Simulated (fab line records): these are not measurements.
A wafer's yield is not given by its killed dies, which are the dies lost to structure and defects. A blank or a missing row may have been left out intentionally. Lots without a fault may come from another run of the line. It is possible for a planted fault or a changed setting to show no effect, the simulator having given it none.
Comparing a struck lot with a sound one -- flow sky130 -- 17 steps out of a route of 708
Sound: the wafers L779.2, L779.4, L779.6. The struck wafers were L787.2, L787.5, L787.6. Last of all comes the cause.
At each step with rows: each side's tool, then ch and its chambers, then its first start. Under that, the readings that differ: sound wafers -- struck wafers -- difference of the means -- sigmas: that difference in standard deviations of wafers without a fault.
alike: words and numbers the same on both sides, and readings whose means are apart by under 2 such deviations; not compared: readings that were withheld, readings missing a value for some wafer, numbers with overlapping values and no deviation given by the record, and bounds like >300 which may hide the same value.
The two part at a step that has a row with sigmas, a row that says differs or no value, or rows on one side only. Non-overlapping numbers with no deviation appear without sigmas and do not part them. A reading that every wafer of one side lacks parts them only if that side has two wafers or more.

first, 1 step without rows for these wafers: SKY_VT_ADJUST_LVTN_IMPLANT_19.
SKY_VT_ADJUST_LVTN_STRIP_20: strips in O2/N2.
  sound on plasma_asher-02 ch 0,1, day 9 15:04; struck on plasma_asher-02 ch 0,1, day 11 10:49
reading,sound,struck,difference,sigmas
strip_time_to_endpoint_s (s),14.15 14.15 14.16,14.26 14.26 14.26,+0.11,+3
  alike: drypump_motor_current_A, oes_product_au
  not compared: rf_hours_counter_h
SKY_VT_ADJUST_LVTN_TW_MEAS_21:
  struck on film_metro-04, day 11 10:56; sound on film_metro-03, day 9 15:10
reading,sound,struck,difference,sigmas
VT_ADJUST_LVTN_2_TW,187.9 189.2 187.8,190.8 190.4 189.7,+2.0,+2
then, 7 steps without rows for these wafers: SKY_VT_ADJUST_NCORE_DEHYDRATE_00 (time 60 s); SKY_VT_ADJUST_NCORE_HMDS_01 (prime time 60 s); SKY_VT_ADJUST_NCORE_COAT_02 (resist thk 1140 nm); SKY_VT_ADJUST_NCORE_SOFTBAKE_03 (time 60 s); SKY_VT_ADJUST_NCORE_EXPOSE_04 (exposes mask LVTN COMPLEMENT THIN, target cd 380 nm); SKY_VT_ADJUST_NCORE_PEB_05; SKY_VT_ADJUST_NCORE_DEVELOP_06 (develop time 60 s).
SKY_VT_ADJUST_NCORE_CD_MEAS_07: target cd 380 nm.
  struck on cd_sem-01, day 12 11:08; sound on cd_sem-02, day 10 13:26
  alike: cd_nm
SKY_VT_ADJUST_NCORE_OVL_MEAS_08:
  struck on overlay-01, day 12 11:17; sound on overlay-02, day 10 13:32
  alike: VT_ADJUST_NCORE_OVL
SKY_VT_ADJUST_NCORE_IMPLANT_09:
  sound on implanter-04 ch 0, day 10 13:35; struck on implanter-01 ch 0, day 12 11:20
reading,sound,struck,difference,sigmas
beam_energy_keV,9.997 9.995 10.002,13.589 13.588 13.597,+3.593,+99 or more
model.implant.rp_nm (nm),32.32 32.32 32.32,44.6 44.6 44.6,+12.3,
model.implant.drp_nm (nm),17.11 17.11 17.11,21.37 21.37 21.37,+4.26,
  alike: dose_ions_cm2
SKY_VT_ADJUST_NCORE_STRIP_10: strips in O2/N2.
  sound on plasma_asher-04 ch 0,1, day 10 13:43; struck on plasma_asher-03 ch 0,1, day 12 11:28
  alike: drypump_motor_current_A, oes_product_au, strip_time_to_endpoint_s
  not compared: rf_hours_counter_h
SKY_VT_ADJUST_NCORE_TW_MEAS_11:
  struck on film_metro-01, day 12 11:34; sound on film_metro-04, day 10 13:50
reading,sound,struck,difference,sigmas
VT_ADJUST_NCORE_TW,220.0 220.1 220.0,233.7 234.7 233.8,+14.0,+10
then, 1 step without rows for these wafers: SKY_VT_ADJUST_HVTR_DEHYDRATE_00 (time 60 s).
-- here the record skips 37 days between the struck wafers' starts before and after, leaving off in module VT_ADJUST_HVTR and picking up in module PAD_OPEN (first step shown: number 708 of the route) --
SKY_PAD_OPEN_PROBE_99:
  struck on prober-01, day 49 03:31; sound on prober-02, day 47 14:50
reading,sound,struck,difference,sigmas
model.etest.nfet_16v.r_on_ohm_um,1.418e+04 1.409e+04 1.426e+04,1.471e+04 1.487e+04 1.472e+04,+5.900e+02,
model.etest.pfet_16v.drive_ua_um,244.9 245.4 240,260.8 251.9 255.9,+12.8,
model.etest.pfet_g5v0d10v5.off_log10_a_um,-12.27 -12.45 -12.39,-11.52 -11.55 -11.61,+0.81,
model.etest.pfet_g5v0d10v5.vt_sat_v (V),-0.6024 -0.6207 -0.6253,-0.5483 -0.553 -0.5711,+0.0587,
model.etest.pfet_16v.vt_v (V),-1.104 -1.095 -1.101,-1.039 -1.041 -1.037,+0.061,
model.etest.pfet_g5v0d10v5.vt_v (V),-0.8029 -0.8194 -0.825,-0.7722 -0.7743 -0.7899,+0.0370,
model.etest.pfet_g5v0d10v5.vt_long_v (V),-0.9304 -0.9249 -0.928,-0.8826 -0.8912 -0.8853,+0.0414,
  alike: killed_at_M0_to_M3, killed_at_M4_up, killed_at_contacts, killed_at_front_end, killed_at_other, killed_dies, killed_open, killed_short
  not compared: model.etest.res_pwell_under_gate.rs_ohm_sq

## WHERE THEY PART
At SKY_VT_ADJUST_LVTN_STRIP_20 first; at SKY_VT_ADJUST_NCORE_TW_MEAS_11 last (within this record only). Later steps at which nothing parts them and some readings are alike: SKY_PAD_OPEN_PROBE_99.

WHY: whatever the simulator had introduced
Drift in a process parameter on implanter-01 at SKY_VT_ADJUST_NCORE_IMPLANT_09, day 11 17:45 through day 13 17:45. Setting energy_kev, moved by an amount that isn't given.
